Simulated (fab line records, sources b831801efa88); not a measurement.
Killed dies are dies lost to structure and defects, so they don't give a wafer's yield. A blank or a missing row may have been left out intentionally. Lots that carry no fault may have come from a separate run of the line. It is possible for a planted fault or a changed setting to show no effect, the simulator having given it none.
Which tool was responsible?    flow sky130    15 lots with 45 wafers sampled at 4 steps, on a route of 708 steps

## WHAT THE GAUGES READ, wafer by wafer
The record holds no reading of a measuring or inspecting step that can be judged against a usual standard deviation.

## WHICH TOOL RAN EACH LOT (tool, then ch and the chambers of the sampled wafers, then the start)
lot   SKY_METAL3_ETCH_16                 SKY_VIA3_CMP_24                SKY_METAL4_SPUTTER_01         SKY_METAL4_SPUTTER_04
L233  rie_metal-03 ch 0,1, day 38 11:32  cmp-01 ch 0,2,3, day 39 16:25  pvd_sputter-02, day 39 16:44  pvd_sputter-02, day 39 16:50
L234  rie_metal-03 ch 0,1, day 38 15:47  cmp-02 ch 1,2,3, day 39 19:50  pvd_sputter-02, day 39 20:06  pvd_sputter-02, day 39 20:11
L236  rie_metal-02 ch 0,1, day 39 04:50  cmp-01 ch 0,2, day 40 08:03    pvd_sputter-04, day 40 08:22  pvd_sputter-04, day 40 08:28
L237  rie_metal-02 ch 0,1, day 39 11:38  cmp-02 ch 0,1,3, day 40 17:02  pvd_sputter-04, day 40 17:19  pvd_sputter-04, day 40 17:23
L238  rie_metal-01 ch 0,1, day 40 08:23  cmp-01 ch 0,2,3, day 41 11:11  pvd_sputter-04, day 41 11:24  pvd_sputter-04, day 41 11:29
L239  rie_metal-03 ch 0,1, day 40 10:07  cmp-01 ch 0,1,2, day 41 12:56  pvd_sputter-03, day 41 13:10  pvd_sputter-03, day 41 13:15
L241  rie_metal-02 ch 0,1, day 41 14:20  cmp-01 ch 1,2,3, day 42 16:27  pvd_sputter-04, day 42 16:43  pvd_sputter-04, day 42 16:49
L243  rie_metal-01 ch 0,1, day 41 22:36  cmp-01 ch 0,2,3, day 43 00:28  -                             -
L242  rie_metal-03 ch 0,1, day 42 01:27  cmp-01 ch 2,3, day 43 03:10    -                             -
L245  rie_metal-01 ch 0,1, day 42 04:10  cmp-02 ch 0,1,2, day 43 06:15  -                             -
L249  rie_metal-02 ch 0,1, day 43 16:19  cmp-02 ch 0,1,2, day 44 17:51  pvd_sputter-04, day 44 18:05  pvd_sputter-04, day 44 18:10
L250  rie_metal-03 ch 0,1, day 43 18:16  cmp-02 ch 0,2,3, day 44 18:58  pvd_sputter-03, day 44 19:11  pvd_sputter-03, day 44 19:16
L253  rie_metal-03 ch 0,1, day 44 03:20  cmp-02 ch 0,2,3, day 45 03:49  pvd_sputter-02, day 45 04:05  pvd_sputter-02, day 45 04:10
L255  rie_metal-01 ch 0,1, day 44 19:19  cmp-01 ch 1,3, day 45 19:34    pvd_sputter-02, day 45 19:53  pvd_sputter-02, day 45 19:58
L256  rie_metal-03 ch 0,1, day 45 02:25  cmp-01 ch 2,3, day 46 02:26    pvd_sputter-02, day 46 02:42  pvd_sputter-02, day 46 02:47
- SKY_METAL3_ETCH_16: etches BARC in N2/H2, stops on SiO2, time 88.2 s, target depth 60 nm.
- SKY_VIA3_CMP_24: polishes, stops on SiO2, t overpolish 20 s, target thk 0 nm.
- SKY_METAL4_SPUTTER_01: material TiN, target thk 20 nm, time 16.7 s.
- SKY_METAL4_SPUTTER_04: material TiN, target thk 70 nm, time 58.3 s.

## AS READ BY THE TOOLS THEMSELVES (means over the sampled wafers that have a number; for cases with no such wafer, the mark the record gives instead)
SKY_METAL3_ETCH_16. Usual: drypump_motor_current_A 5.8 A, standard deviation 0.38; oes_product_au 0.625 a.u., standard deviation 0.0039; throttle_valve_pct 13.205 %, standard deviation 0.0095.
lot   tool          drypump_motor_current_A (A)  oes_product_au (a.u.)  throttle_valve_pct (%)  flag
L233  rie_metal-03  5.8                          0.622                  13.200                  
L234  rie_metal-03  5.8                          0.626                  13.202                  
L236  rie_metal-02  6.0                          0.623                  13.210                  
L237  rie_metal-02  5.9                          0.627                  13.204                  
L238  rie_metal-01  5.7                          0.626                  13.204                  
L239  rie_metal-03  5.9                          0.622                  13.203                  
L241  rie_metal-02  6.0                          0.626                  13.204                  
L243  rie_metal-01  5.9                          0.626                  13.206                  
L242  rie_metal-03  5.9                          0.623                  13.205                  
L245  rie_metal-01  5.7                          0.627                  13.210                  
L249  rie_metal-02  6.0                          0.627                  13.199                  
L250  rie_metal-03  5.9                          0.622                  13.199                  
L253  rie_metal-03  5.8                          0.623                  13.212                  
L255  rie_metal-01  5.9                          0.625                  13.206                  
L256  rie_metal-03  5.8                          0.628                  13.200                  

SKY_VIA3_CMP_24. Usual: edge_zone_pressure_frac 1.000, standard deviation 0.0044; head_pressure_psi 3.500 psi, standard deviation 0.0076; motor_current_A 11.0 A, standard deviation 1.5; overpolish_run_s 20.001 s, standard deviation 0.0093; time_to_endpoint_s 98 s, standard deviation 4.2.
lot   tool    edge_zone_pressure_frac  head_pressure_psi (psi)  motor_current_A (A)  overpolish_run_s (s)  time_to_endpoint_s (s)  flag
L233  cmp-01  1.000                    3.500                    11.7                 19.996                99                      
L234  cmp-02  0.998                    3.502                    10.3                 20.009                92                      
L236  cmp-01  1.003                    3.510                    12.9                 19.998                102                     
L237  cmp-02  0.998                    3.502                    11.0                 20.000                97                      
L238  cmp-01  0.999                    3.496                    11.9                 19.996                99                      
L239  cmp-01  1.001                    3.498                    12.1                 19.989                99                      
L241  cmp-01  1.000                    3.510                    10.3                 20.001                97                      
L243  cmp-01  -                        -                        -                    -                     -                       OFF
L242  cmp-01  -                        -                        -                    -                     -                       OFF
L245  cmp-02  -                        -                        -                    -                     -                       OFF
L249  cmp-02  0.998                    3.503                    10.5                 20.007                93                      
L250  cmp-02  1.000                    3.502                    10.7                 19.989                94                      
L253  cmp-02  0.999                    3.491                    10.3                 19.999                95                      
L255  cmp-01  1.004                    3.500                    9.8                  19.995                101                     
L256  cmp-01  1.001                    3.503                    10.7                 19.999                100                     

SKY_METAL4_SPUTTER_01. Usual: throttle_valve_pct at 30.0 %, with a standard deviation of 0.78.
lot   tool            throttle_valve_pct (%)  flag
L233  pvd_sputter-02  30.1                    
L234  pvd_sputter-02  30.0                    
L236  pvd_sputter-04  30.4                    
L237  pvd_sputter-04  29.7                    
L238  pvd_sputter-04  30.4                    
L239  pvd_sputter-03  31.6                    
L241  pvd_sputter-04  29.7                    
L249  pvd_sputter-04  29.1                    
L250  pvd_sputter-03  31.2                    
L253  pvd_sputter-02  30.2                    
L255  pvd_sputter-02  30.0                    
L256  pvd_sputter-02  29.8                    

SKY_METAL4_SPUTTER_04. Usual: throttle_valve_pct at 30.0 %, with a standard deviation of 0.79.
lot   tool            throttle_valve_pct (%)  flag
L233  pvd_sputter-02  30.0                    
L234  pvd_sputter-02  29.9                    
L236  pvd_sputter-04  30.4                    
L237  pvd_sputter-04  29.6                    
L238  pvd_sputter-04  30.3                    
L239  pvd_sputter-03  31.5                    
L241  pvd_sputter-04  29.7                    
L249  pvd_sputter-04  29.0                    
L250  pvd_sputter-03  31.1                    
L253  pvd_sputter-02  30.2                    
L255  pvd_sputter-02  30.0                    
L256  pvd_sputter-02  29.8                    

## THE ANSWER, worked out from the rows above alone
Rule: a lot counts as off when the mean over its wafers that have a number is more than 3 standard deviations away from the usual mean. Also off: a lot with no number at a reading for which 4 or more lots have one. Where the step has rows for the other lots, those lots are counted as sound. First the gauges in route order, then the tools' own readings, where a lot's mean is used as printed above. At the first step where some lot is off, the reading lying furthest off is the one used; lots without a number count as furthest.
Off at SKY_VIA3_CMP_24 (edge_zone_pressure_frac): L243, L242, L245. Without a number there: L243, L242, L245.
A tool fits if, at that step or a process step before it, it ran every lot that is off, and no sound lot after the first of them. No candidate that was tried fits.

## WHAT THE SIMULATOR PUT IN
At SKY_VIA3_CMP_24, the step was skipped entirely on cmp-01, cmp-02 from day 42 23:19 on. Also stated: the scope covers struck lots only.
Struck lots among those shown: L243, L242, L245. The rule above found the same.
